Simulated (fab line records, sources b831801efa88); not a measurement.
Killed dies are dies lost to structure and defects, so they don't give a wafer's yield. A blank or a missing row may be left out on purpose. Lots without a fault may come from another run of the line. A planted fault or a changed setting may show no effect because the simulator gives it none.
Problem report in the 8D (eight disciplines) form, filled by code | flow gf180mcu | the parts of the form that need people (team, actions taken, sign-off) are left out

1. THE PROBLEM
PSD_TW at GF_PSD_TW_MEAS_11 reads a mean of 79 on 3 wafers of 1 lot; wafers without a fault read 3221 with a standard deviation of 28. That is -99 or more standard deviations from the usual mean.
First seen on wafer L439.1, day 19 20:36, on film_metro-04. The record holds 39 wafers of 13 lots with a number at this step. Rule for "out", or "out of limits": more than 4 standard deviations from the usual mean. The other wafers with a number count as sound.

2. WHAT IT IS AND WHAT IT IS NOT
question                    | is                     | is not
which readings at this step | PSD_TW                 | -
which lots                  | L439                   | L423, L424, L425, L426, L427, L428, L429, L431, L432, L433, L445, L446
which wafers of those lots  | all that have a number | -
read on which gauges        | film_metro-04          | film_metro-01, film_metro-02
when                        | from day 19 20:36      | up to then (30 sound wafers); but 6 sound wafers of L445, L446 came after

3. SUSPECTS, AND WHAT RULES EACH OUT
Counting: a tool at a process step up to the reading stays a suspect if it ran every lot that is out and no sound lot after the first of them.
- the gauge at GF_PSD_TW_MEAS_11: ruled out. All the wafers that are out were read on film_metro-04, but those of them that GF_NSD_STRIP_11 has rows for are out there too, on other tools.
- plasma_asher-02 at GF_NSD_STRIP_11 (strips in O2/N2): ruled out as a lasting fault. Sound lots L445, L446 ran on it after its first lot that is out, L439 (day 18 18:38).
- plasma_asher-03 at GF_PSD_STRIP_10 (strips in O2/N2): kept. It ran the lot that is out, L439 (day 19 20:30), and no sound lot after that; its last sound lot up to then is L432 (day 17 06:22). Its own readings are out on those wafers: strip_time_to_endpoint_s.
Left after counting: plasma_asher-03 at GF_PSD_STRIP_10.

4. THE CAUSE (what the simulator had put in)
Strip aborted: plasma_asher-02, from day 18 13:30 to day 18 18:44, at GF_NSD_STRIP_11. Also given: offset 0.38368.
Counting ruled it out, wrongly: the rule takes a fault to strike every lot that its tool runs from its start on, and this one did not.

5. THE CHAIN OF EFFECTS, in route order
Each row: a reading whose mean over the struck wafers that have a number lies more than 3 standard deviations from the usual. Only readings for which the record gives a usual standard deviation are gone through. hours: the time from each lot's start at the first step in this table that gives one to its start at this step, as a median over the lots. sigmas: the change in usual standard deviations.
hours | step              | reading                  | usual      | on struck wafers | change | sigmas
0     | GF_NSD_STRIP_11   | oes_product_au           | 0.487 a.u. | 0.586            | +0.099 | +22
26    | GF_PSD_STRIP_10   | strip_time_to_endpoint_s | 16.53 s    | 18.30            | +1.77  | +48
26    | GF_PSD_TW_MEAS_11 | PSD_TW                   | 3221       | 79               | -3142  | -99 or more
The process steps in it:
- GF_NSD_STRIP_11: strips in O2/N2.
- GF_PSD_STRIP_10: strips in O2/N2.
Readings that are blank on the struck wafers while sound wafers have them: strip_time_to_endpoint_s at GF_NSD_STRIP_11.
Later measuring or inspecting steps at which every struck wafer that the step has a row for has a number for every such reading, and none has moved that far: GF_SAB_OVL_MEAS_10.

6. WHAT WOULD HAVE CAUGHT IT SOONER
In this record the first reading out of limits at a measuring or inspecting step was taken at day 19 20:36, 31 hours after the fault began at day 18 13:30.
The tool's own readings at GF_NSD_STRIP_11 were out on every struck wafer that the step has a row for (oes_product_au): an alarm limit on them would have fired on the first of those.
